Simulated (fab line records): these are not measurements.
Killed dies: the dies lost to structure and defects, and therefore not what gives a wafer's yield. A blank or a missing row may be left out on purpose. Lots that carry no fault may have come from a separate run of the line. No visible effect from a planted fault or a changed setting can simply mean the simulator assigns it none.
fab line records / flow sky130
[record] lots = 6 wafers = 18 last-day = 50
route steps=708 shown RES_XHIGH@336 SD_N@342 PAD_OPEN@708
lots that met no fault: from a run of the same line without faults
start-h: hours from the record's first day to the start of the lot's first wafer shown / wait-h: hours from the lot's prior step to this one / " repeats the value in the row above / L1.1+2: several wafers, shown together as one row / - either no value or no given start / * or withheld: withheld / < > ~ a bound
route shown NAME@n: names a module that has steps shown in the file, with the first one's number in the route / usual: average and standard deviation across the fault-free wafers / same: alike in all rows / chamber/n: place in a boat / sites: each site's reading / _std_site: the values' standard deviation / _edge_site: inner sites' mean taken away from outer sites' mean / radius-mm: for every site, how far away it sits from the centre of the wafer / mask NAME#n: copy n / behind: the most recent tool/chamber to have shaped the wafer / hold: the reason the lot was held/the length of the hold in hours/how it ended / device: transistor that didn't switch, given as n, p or np / end of line: the same wafers' tests at the end of the route / a step given without rows: its recipe and nothing more / killed: dies that structure and defects cost at the first sort, which is not the same as the wafer's yield / map: shows each die of a wafer: x if killed, . if not, _ if none is there
set.NAME: setting as actually run; set.NAME@STEP: the setting as run at that earlier step / model.NAME: the simulator's own value behind a step, which no gauge read
lots at selected steps of the route; one table per step, one row per wafer
services: a tool's chamber out of use, with start hour (start-h, from the record's first day; less than 0 if before it), hours out, and reason
[[steps]]
[step SKY_RES_XHIGH_EXPOSE_04]
[recipe] mask-id = URPM na = 0.6 source-shape = conventional sigma-outer = 0.6 polarization = unpolarized target-cd-nm = 1270 dose-mj = 140
[step SKY_RES_XHIGH_PEB_05]
[recipe] temp-c = withheld time-s = * resist = NOVOLAK
[step SKY_RES_XHIGH_DEVELOP_06]
[recipe] resist = NOVOLAK developer = TMAH develop-time-s = 60 dev-temp-c = 23
[step SKY_RES_XHIGH_IMPLANT_07]
[recipe] species = BF2 energy-kev = 20 dose-cm2 = 3.6e+14 tilt-deg = 0
[step SKY_RES_XHIGH_STRIP_08]
[recipe] chemistry = O2/N2 power-w = 1400 pressure-mtorr = 1500 platen-temp-c = withheld o2-flow-sccm = 3000 n2-flow-sccm = 300 overash-fraction = 0.5
[usual] chamber-pressure-mTorr = 1499.9/1.3 drypump-motor-current-A = 5.4/0.35 o2-flow-sccm = 2999/9.3 oes-product-au = 0.711/0.0045 strip-time-to-endpoint-s = 14.28/0.036
lot.wafer=L683.1 tool=plasma-asher-03 chamber=0 start-h=667.52 wait-h=0.1 chamber-pressure-mTorr=1501.5 drypump-motor-current-A=5.0 o2-flow-sccm=3002 oes-product-au=0.709 rf-hours-counter-h=84 strip-time-to-endpoint-s=14.29
lot.wafer=L683.2 tool=plasma-asher-03 chamber=1 start-h=667.52 wait-h=0.1 chamber-pressure-mTorr=1500.6 drypump-motor-current-A=5.1 o2-flow-sccm=2994 oes-product-au=0.703 rf-hours-counter-h=84 strip-time-to-endpoint-s=14.30
lot.wafer=L683.6 tool=plasma-asher-03 chamber=0 start-h=667.52 wait-h=0.1 chamber-pressure-mTorr=1498.6 drypump-motor-current-A=5.0 o2-flow-sccm=2999 oes-product-au=0.708 rf-hours-counter-h=- strip-time-to-endpoint-s=14.31
lot.wafer=L685.2 tool=plasma-asher-03 chamber=0 start-h=681.96 wait-h=0.1 chamber-pressure-mTorr=1499.3 drypump-motor-current-A=5.1 o2-flow-sccm=3000 oes-product-au=0.716 rf-hours-counter-h=86 strip-time-to-endpoint-s=14.29
lot.wafer=L685.4 tool=plasma-asher-03 chamber=1 start-h=681.96 wait-h=0.1 chamber-pressure-mTorr=1501.1 drypump-motor-current-A=5.1 o2-flow-sccm=3004 oes-product-au=0.716 rf-hours-counter-h=- strip-time-to-endpoint-s=14.29
lot.wafer=L685.5 tool=plasma-asher-03 chamber=1 start-h=681.96 wait-h=0.1 chamber-pressure-mTorr=1500.4 drypump-motor-current-A=5.0 o2-flow-sccm=2995 oes-product-au=0.706 rf-hours-counter-h=- strip-time-to-endpoint-s=14.30
lot.wafer=L687.3 tool=plasma-asher-04 chamber=1 start-h=698.71 wait-h=0.1 chamber-pressure-mTorr=1500.4 drypump-motor-current-A=5.5 o2-flow-sccm=2998 oes-product-au=0.711 rf-hours-counter-h=- strip-time-to-endpoint-s=14.28
lot.wafer=L687.4 tool=plasma-asher-04 chamber=0 start-h=698.71 wait-h=0.1 chamber-pressure-mTorr=1500.7 drypump-motor-current-A=6.0 o2-flow-sccm=2990 oes-product-au=0.713 rf-hours-counter-h=- strip-time-to-endpoint-s=14.26
lot.wafer=L687.5 tool=plasma-asher-04 chamber=1 start-h=698.71 wait-h=0.1 chamber-pressure-mTorr=1500.9 drypump-motor-current-A=5.5 o2-flow-sccm=2999 oes-product-au=0.713 rf-hours-counter-h=- strip-time-to-endpoint-s=14.28
lot.wafer=L691.2 tool=plasma-asher-04 chamber=0 start-h=729.68 wait-h=0.1 chamber-pressure-mTorr=1499.8 drypump-motor-current-A=6.0 o2-flow-sccm=2981 oes-product-au=0.714 rf-hours-counter-h=98 strip-time-to-endpoint-s=14.28
lot.wafer=L691.4 tool=plasma-asher-04 chamber=0 start-h=729.68 wait-h=0.1 chamber-pressure-mTorr=1498.7 drypump-motor-current-A=6.0 o2-flow-sccm=3000 oes-product-au=0.704 rf-hours-counter-h=- strip-time-to-endpoint-s=14.31
lot.wafer=L691.6 tool=plasma-asher-04 chamber=1 start-h=729.68 wait-h=0.1 chamber-pressure-mTorr=1502.2 drypump-motor-current-A=5.5 o2-flow-sccm=2999 oes-product-au=0.710 rf-hours-counter-h=- strip-time-to-endpoint-s=14.29
lot.wafer=L694.4 tool=plasma-asher-03 chamber=1 start-h=757.84 wait-h=0.1 chamber-pressure-mTorr=1499.8 drypump-motor-current-A=5.1 o2-flow-sccm=2992 oes-product-au=0.701 rf-hours-counter-h=- strip-time-to-endpoint-s=14.24
lot.wafer=L694.5 tool=plasma-asher-03 chamber=0 start-h=757.84 wait-h=0.1 chamber-pressure-mTorr=1499.1 drypump-motor-current-A=5.0 o2-flow-sccm=2978 oes-product-au=0.710 rf-hours-counter-h=- strip-time-to-endpoint-s=14.20
lot.wafer=L694.6 tool=plasma-asher-03 chamber=1 start-h=757.84 wait-h=0.1 chamber-pressure-mTorr=1499.9 drypump-motor-current-A=5.1 o2-flow-sccm=2996 oes-product-au=0.709 rf-hours-counter-h=- strip-time-to-endpoint-s=14.22
lot.wafer=L700.1 tool=plasma-asher-03 chamber=0 start-h=800.18 wait-h=0.1 chamber-pressure-mTorr=1499.3 drypump-motor-current-A=5.1 o2-flow-sccm=2994 oes-product-au=0.708 rf-hours-counter-h=97 strip-time-to-endpoint-s=14.26
lot.wafer=L700.2 tool=plasma-asher-03 chamber=1 start-h=800.18 wait-h=0.1 chamber-pressure-mTorr=1500.0 drypump-motor-current-A=5.1 o2-flow-sccm=2988 oes-product-au=0.704 rf-hours-counter-h=97 strip-time-to-endpoint-s=14.27
lot.wafer=L700.3 tool=plasma-asher-03 chamber=0 start-h=800.18 wait-h=0.1 chamber-pressure-mTorr=1502.2 drypump-motor-current-A=5.0 o2-flow-sccm=2999 oes-product-au=0.710 rf-hours-counter-h=- strip-time-to-endpoint-s=14.28
[step SKY_RES_XHIGH_TW_MEAS_09]
[usual] RES_XHIGH_TW = 1627/6.6
lot.wafer=L683.1 tool=film-metro-01 chamber=- start-h=667.62 wait-h=0.1 RES_XHIGH_TW=1633
lot.wafer=L683.2 tool=film-metro-01 chamber=- start-h=667.62 wait-h=0.1 RES_XHIGH_TW=1633
lot.wafer=L683.6 tool=film-metro-01 chamber=- start-h=667.62 wait-h=0.1 RES_XHIGH_TW=1634
lot.wafer=L685.2 tool=film-metro-02 chamber=- start-h=682.07 wait-h=0.1 RES_XHIGH_TW=1630
lot.wafer=L685.4 tool=film-metro-02 chamber=- start-h=682.07 wait-h=0.1 RES_XHIGH_TW=1630
lot.wafer=L685.5 tool=film-metro-02 chamber=- start-h=682.07 wait-h=0.1 RES_XHIGH_TW=1629
lot.wafer=L687.3 tool=film-metro-02 chamber=- start-h=698.79 wait-h=0.1 RES_XHIGH_TW=1628
lot.wafer=L687.4 tool=film-metro-02 chamber=- start-h=698.79 wait-h=0.1 RES_XHIGH_TW=1620
lot.wafer=L687.5 tool=film-metro-02 chamber=- start-h=698.79 wait-h=0.1 RES_XHIGH_TW=1623
lot.wafer=L691.2 tool=film-metro-01 chamber=- start-h=729.79 wait-h=0.1 RES_XHIGH_TW=1636
lot.wafer=L691.4 tool=film-metro-01 chamber=- start-h=729.79 wait-h=0.1 RES_XHIGH_TW=1617
lot.wafer=L691.6 tool=film-metro-01 chamber=- start-h=729.79 wait-h=0.1 RES_XHIGH_TW=1621
lot.wafer=L694.4 tool=film-metro-02 chamber=- start-h=757.94 wait-h=0.1 RES_XHIGH_TW=1623
lot.wafer=L694.5 tool=film-metro-02 chamber=- start-h=757.94 wait-h=0.1 RES_XHIGH_TW=1625
lot.wafer=L694.6 tool=film-metro-02 chamber=- start-h=757.94 wait-h=0.1 RES_XHIGH_TW=1623
lot.wafer=L700.1 tool=film-metro-04 chamber=- start-h=800.28 wait-h=0.1 RES_XHIGH_TW=1630
lot.wafer=L700.2 tool=film-metro-04 chamber=- start-h=800.28 wait-h=0.1 RES_XHIGH_TW=1639
lot.wafer=L700.3 tool=film-metro-04 chamber=- start-h=800.28 wait-h=0.1 RES_XHIGH_TW=1630
[step SKY_SD_N_DEHYDRATE_00]
[recipe] temp-c = 200 time-s = 60
[step SKY_SD_N_HMDS_01]
[recipe] prime-time-s = 60 prime-temp-c = 120
[step SKY_SD_N_COAT_02]
[recipe] resist = NOVOLAK spin-rpm = 3000 resist-thk-nm = 1140
[step SKY_SD_N_SOFTBAKE_03]
[recipe] temp-c = 90 time-s = 60 resist = NOVOLAK
[step SKY_SD_N_EXPOSE_04]
[recipe] mask-id = NSDM na = 0.6 source-shape = conventional sigma-outer = 0.6 polarization = unpolarized target-cd-nm = 380 dose-mj = 141
[step SKY_SD_N_PEB_05]
[recipe] temp-c = withheld time-s = * resist = NOVOLAK
[step SKY_SD_N_DEVELOP_06]
[recipe] resist = NOVOLAK developer = TMAH develop-time-s = 60 dev-temp-c = 23
[usual] developer-temp-C = 22.99/0.1 exhaust-pa = 45.1/1.1
lot.wafer=L683.1 tool=litho-track-04 chamber=0 start-h=694.92 wait-h=0.1 developer-temp-C=22.96 exhaust-pa=43.3
lot.wafer=L683.2 tool=litho-track-04 chamber=0 start-h=694.92 wait-h=0.1 developer-temp-C=22.98 exhaust-pa=43.6
lot.wafer=L683.6 tool=litho-track-04 chamber=0 start-h=694.92 wait-h=0.1 developer-temp-C=22.89 exhaust-pa=43.1
lot.wafer=L685.2 tool=litho-track-01 chamber=0 start-h=709.05 wait-h=0.1 developer-temp-C=23.08 exhaust-pa=43.9
lot.wafer=L685.4 tool=litho-track-01 chamber=0 start-h=709.05 wait-h=0.1 developer-temp-C=23.02 exhaust-pa=45.1
lot.wafer=L685.5 tool=litho-track-01 chamber=0 start-h=709.05 wait-h=0.1 developer-temp-C=23.10 exhaust-pa=42.9
lot.wafer=L687.3 tool=litho-track-04 chamber=0 start-h=726.72 wait-h=0.1 developer-temp-C=20.68 exhaust-pa=46.8
lot.wafer=L687.4 tool=litho-track-04 chamber=0 start-h=726.72 wait-h=0.1 developer-temp-C=20.55 exhaust-pa=47.5
lot.wafer=L687.5 tool=litho-track-04 chamber=0 start-h=726.72 wait-h=0.1 developer-temp-C=20.54 exhaust-pa=47.9
lot.wafer=L691.2 tool=litho-track-04 chamber=0 start-h=756.99 wait-h=0.1 developer-temp-C=20.84 exhaust-pa=46.1
lot.wafer=L691.4 tool=litho-track-04 chamber=0 start-h=756.99 wait-h=0.1 developer-temp-C=20.85 exhaust-pa=44.3
lot.wafer=L691.6 tool=litho-track-04 chamber=0 start-h=756.99 wait-h=0.1 developer-temp-C=20.83 exhaust-pa=44.7
lot.wafer=L694.4 tool=litho-track-02 chamber=0 start-h=784.10 wait-h=0.1 developer-temp-C=22.90 exhaust-pa=43.9
lot.wafer=L694.5 tool=litho-track-02 chamber=0 start-h=784.10 wait-h=0.1 developer-temp-C=23.03 exhaust-pa=44.0
lot.wafer=L694.6 tool=litho-track-02 chamber=0 start-h=784.10 wait-h=0.1 developer-temp-C=23.02 exhaust-pa=44.0
lot.wafer=L700.1 tool=litho-track-01 chamber=0 start-h=826.27 wait-h=0.1 developer-temp-C=22.87 exhaust-pa=44.6
lot.wafer=L700.2 tool=litho-track-01 chamber=0 start-h=826.27 wait-h=0.1 developer-temp-C=22.82 exhaust-pa=45.1
lot.wafer=L700.3 tool=litho-track-01 chamber=0 start-h=826.27 wait-h=0.1 developer-temp-C=22.75 exhaust-pa=46.2
[step SKY_SD_N_CD_MEAS_07]
[recipe] target-cd-nm = 380
[usual] cd-nm = 379.5/2.8
lot.wafer=L683.1 tool=cd-sem-01 chamber=- start-h=695.07 wait-h=0.1 hold=- cd-nm=382.7
lot.wafer=L683.2 tool=cd-sem-01 chamber=- start-h=695.07 wait-h=0.1 hold=- cd-nm=381.9
lot.wafer=L683.6 tool=cd-sem-01 chamber=- start-h=695.07 wait-h=0.1 hold=- cd-nm=379.4
lot.wafer=L685.2 tool=cd-sem-02 chamber=- start-h=709.19 wait-h=0.1 hold=- cd-nm=374.6
lot.wafer=L685.4 tool=cd-sem-02 chamber=- start-h=709.19 wait-h=0.1 hold=- cd-nm=377.6
lot.wafer=L685.5 tool=cd-sem-02 chamber=- start-h=709.19 wait-h=0.1 hold=- cd-nm=377.3
lot.wafer=L687.3 tool=cd-sem-01 chamber=- start-h=726.86 wait-h=0.1 hold=await-dispo/0.2h/release cd-nm=391.1
lot.wafer=L687.4 tool=cd-sem-01 chamber=- start-h=726.86 wait-h=0.1 hold=await-dispo/0.2h/release cd-nm=394.2
lot.wafer=L687.5 tool=cd-sem-01 chamber=- start-h=726.86 wait-h=0.1 hold=await-dispo/0.2h/release cd-nm=395.5
lot.wafer=L687.3 tool=cd-sem-01 chamber=- start-h=727.14 wait-h=0.3 hold=- cd-nm=391.3
lot.wafer=L687.4 tool=cd-sem-01 chamber=- start-h=727.14 wait-h=0.3 hold=- cd-nm=394.6
lot.wafer=L687.5 tool=cd-sem-01 chamber=- start-h=727.14 wait-h=0.3 hold=- cd-nm=395.6
lot.wafer=L691.2 tool=cd-sem-02 chamber=- start-h=757.14 wait-h=0.1 hold=- cd-nm=388.6
lot.wafer=L691.4 tool=cd-sem-02 chamber=- start-h=757.14 wait-h=0.1 hold=- cd-nm=386.2
lot.wafer=L691.6 tool=cd-sem-02 chamber=- start-h=757.14 wait-h=0.1 hold=- cd-nm=387.4
lot.wafer=L694.4 tool=cd-sem-02 chamber=- start-h=784.24 wait-h=0.1 hold=- cd-nm=379.4
lot.wafer=L694.5 tool=cd-sem-02 chamber=- start-h=784.24 wait-h=0.1 hold=- cd-nm=379.7
lot.wafer=L694.6 tool=cd-sem-02 chamber=- start-h=784.24 wait-h=0.1 hold=- cd-nm=379.4
lot.wafer=L700.1 tool=cd-sem-02 chamber=- start-h=826.42 wait-h=0.1 hold=- cd-nm=377.8
lot.wafer=L700.2 tool=cd-sem-02 chamber=- start-h=826.42 wait-h=0.1 hold=- cd-nm=380.4
lot.wafer=L700.3 tool=cd-sem-02 chamber=- start-h=826.42 wait-h=0.1 hold=- cd-nm=383.4
[step SKY_SD_N_OVL_MEAS_08]
[usual] SD_N_OVL = 0.0/1.5
lot.wafer=L683.1 tool=overlay-01 chamber=- start-h=695.19 wait-h=0.1 hold=- SD_N_OVL[nm]=0.5
lot.wafer=L683.2 tool=overlay-01 chamber=- start-h=695.19 wait-h=0.1 hold=- SD_N_OVL[nm]=0.9
lot.wafer=L683.6 tool=overlay-01 chamber=- start-h=695.19 wait-h=0.1 hold=- SD_N_OVL[nm]=1.8
lot.wafer=L685.2 tool=overlay-01 chamber=- start-h=709.30 wait-h=0.1 hold=- SD_N_OVL[nm]=-1.7
lot.wafer=L685.4 tool=overlay-01 chamber=- start-h=709.30 wait-h=0.1 hold=- SD_N_OVL[nm]=1.0
lot.wafer=L685.5 tool=overlay-01 chamber=- start-h=709.30 wait-h=0.1 hold=- SD_N_OVL[nm]=0.4
lot.wafer=L687.3 tool=overlay-01 chamber=- start-h=737.53 wait-h=10.4 hold=await-dispo/10.3h/release SD_N_OVL[nm]=2.2
lot.wafer=L687.4 tool=overlay-01 chamber=- start-h=737.53 wait-h=10.4 hold=await-dispo/10.3h/release SD_N_OVL[nm]=1.7
lot.wafer=L687.5 tool=overlay-01 chamber=- start-h=737.53 wait-h=10.4 hold=await-dispo/10.3h/release SD_N_OVL[nm]=-0.9
lot.wafer=L691.2 tool=overlay-02 chamber=- start-h=757.24 wait-h=0.1 hold=- SD_N_OVL[nm]=-0.7
lot.wafer=L691.4 tool=overlay-02 chamber=- start-h=757.24 wait-h=0.1 hold=- SD_N_OVL[nm]=-0.5
lot.wafer=L691.6 tool=overlay-02 chamber=- start-h=757.24 wait-h=0.1 hold=- SD_N_OVL[nm]=1.2
lot.wafer=L694.4 tool=overlay-02 chamber=- start-h=784.32 wait-h=0.1 hold=- SD_N_OVL[nm]=1.0
lot.wafer=L694.5 tool=overlay-02 chamber=- start-h=784.32 wait-h=0.1 hold=- SD_N_OVL[nm]=1.4
lot.wafer=L694.6 tool=overlay-02 chamber=- start-h=784.32 wait-h=0.1 hold=- SD_N_OVL[nm]=2.5
lot.wafer=L700.1 tool=overlay-02 chamber=- start-h=826.54 wait-h=0.1 hold=- SD_N_OVL[nm]=0.8
lot.wafer=L700.2 tool=overlay-02 chamber=- start-h=826.54 wait-h=0.1 hold=- SD_N_OVL[nm]=1.5
lot.wafer=L700.3 tool=overlay-02 chamber=- start-h=826.54 wait-h=0.1 hold=- SD_N_OVL[nm]=0.7
[step SKY_PAD_OPEN_PROBE_99]
[usual] killed_at_M0_to_M3 = 44/7.5 killed_at_M4_up = 3.2/1.9 killed-at-contacts = 23/4.7 killed-at-front-end = 15/4.7 killed-at-other = 0.4/0.66 killed-dies = 87/9.3 killed-open = 47/7.2 killed-short = 39/6.5
[same] gross-dies = 492 killed-at-back-side = 0
lot.wafer=L700.1 tool=prober-02 chamber=- start-h=1199.69 wait-h=0.1 killed_at_M0_to_M3=38 killed_at_M4_up=5 killed-at-contacts=22 killed-at-front-end=12 killed-at-other=0 killed-dies=77 killed-open=31 killed-short=46
lot.wafer=L700.2 tool=prober-02 chamber=- start-h=1199.74 wait-h=0.1 killed_at_M0_to_M3=43 killed_at_M4_up=0 killed-at-contacts=27 killed-at-front-end=16 killed-at-other=0 killed-dies=86 killed-open=44 killed-short=38
lot.wafer=L700.3 tool=prober-02 chamber=- start-h=1199.79 wait-h=0.2 killed_at_M0_to_M3=29 killed_at_M4_up=2 killed-at-contacts=25 killed-at-front-end=16 killed-at-other=0 killed-dies=72 killed-open=36 killed-short=36
// killed by level:class
L700.1 METAL2:geometric-particle:short=10 LOCAL_INTERCONNECT:geometric-particle:short=6 CONTACT:geometric-particle:open=6 METAL1:geometric-particle:short=5 VIA3:geometric-particle:short=5 VIA3:geometric-particle:open=5 FIELD_ISO:geometric-particle:open=4 LI_CONTACT:geometric-particle:open=4
L700.2 FIELD_ISO:geometric-particle:short=9 CONTACT:geometric-particle:open=9 VIA1:geometric-particle:open=9 METAL2:geometric-particle:short=9 VIA3:geometric-particle:open=7 LI_CONTACT:geometric-particle:open=6 FIELD_ISO:geometric-particle:open=4 LI_CONTACT:geometric-particle:short=4
L700.3 VIA1:geometric-particle:open=8 LI_CONTACT:geometric-particle:open=6 VIA3:geometric-particle:open=6 LOCAL_INTERCONNECT:geometric-particle:short=6 CONTACT:geometric-particle:open=6 METAL2:geometric-particle:short=6 POLY_GATE:geometric-particle:short=5 POLY_GATE:geometric-particle:open=4
[[services]]
tool=plasma-asher-04 chamber=- start-h=682.13 hours=2.8 kind=repair
tool=plasma-asher-03 chamber=- start-h=712.82 hours=2.8 kind=pm
tool=plasma-asher-04 chamber=- start-h=733.75 hours=9.0 kind=pm
tool=plasma-asher-04 chamber=0 start-h=733.75 hours=9.0 kind=vent-cycle
tool=plasma-asher-04 chamber=1 start-h=733.75 hours=9.0 kind=vent-cycle
tool=plasma-asher-04 chamber=0 start-h=742.75 hours=- kind=clean
tool=plasma-asher-04 chamber=1 start-h=742.75 hours=- kind=clean
tool=plasma-asher-04 chamber=- start-h=786.38 hours=6.1 kind=repair
tool=plasma-asher-04 chamber=- start-h=808.40 hours=8.5 kind=repair
[[key]]
[first-sign] step = SKY_SD_N_DEVELOP_06 reading = developer-temp-C direction = down sigmas = 22 usual = * struck = *
[effect] step = SKY_SD_N_CD_MEAS_07 reading = visit direction = added
met-at SKY_SD_N_DEVELOP_06
struck-wafers L687.3,L687.4,L687.5,L691.2,L691.4,L691.6
tester-left-out L687,L691
onset-between 694.92 726.72
[fault] kind = process-parameter-drift tool = litho-track-04 chamber = - onset-h = 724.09 steps = SKY_SD_N_DEVELOP_06 channel = dev-temp-c offset = * shape = step end-h = 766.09 acts-in = * stated = *
// tester-left-out: of these lots the tester's yield and bins aren't shown, on N5 and GAA mostly nor the transistor test; their killed dies are dies lost to structure and defects alone, not to doping, threshold or leakage, so they don't give the yield
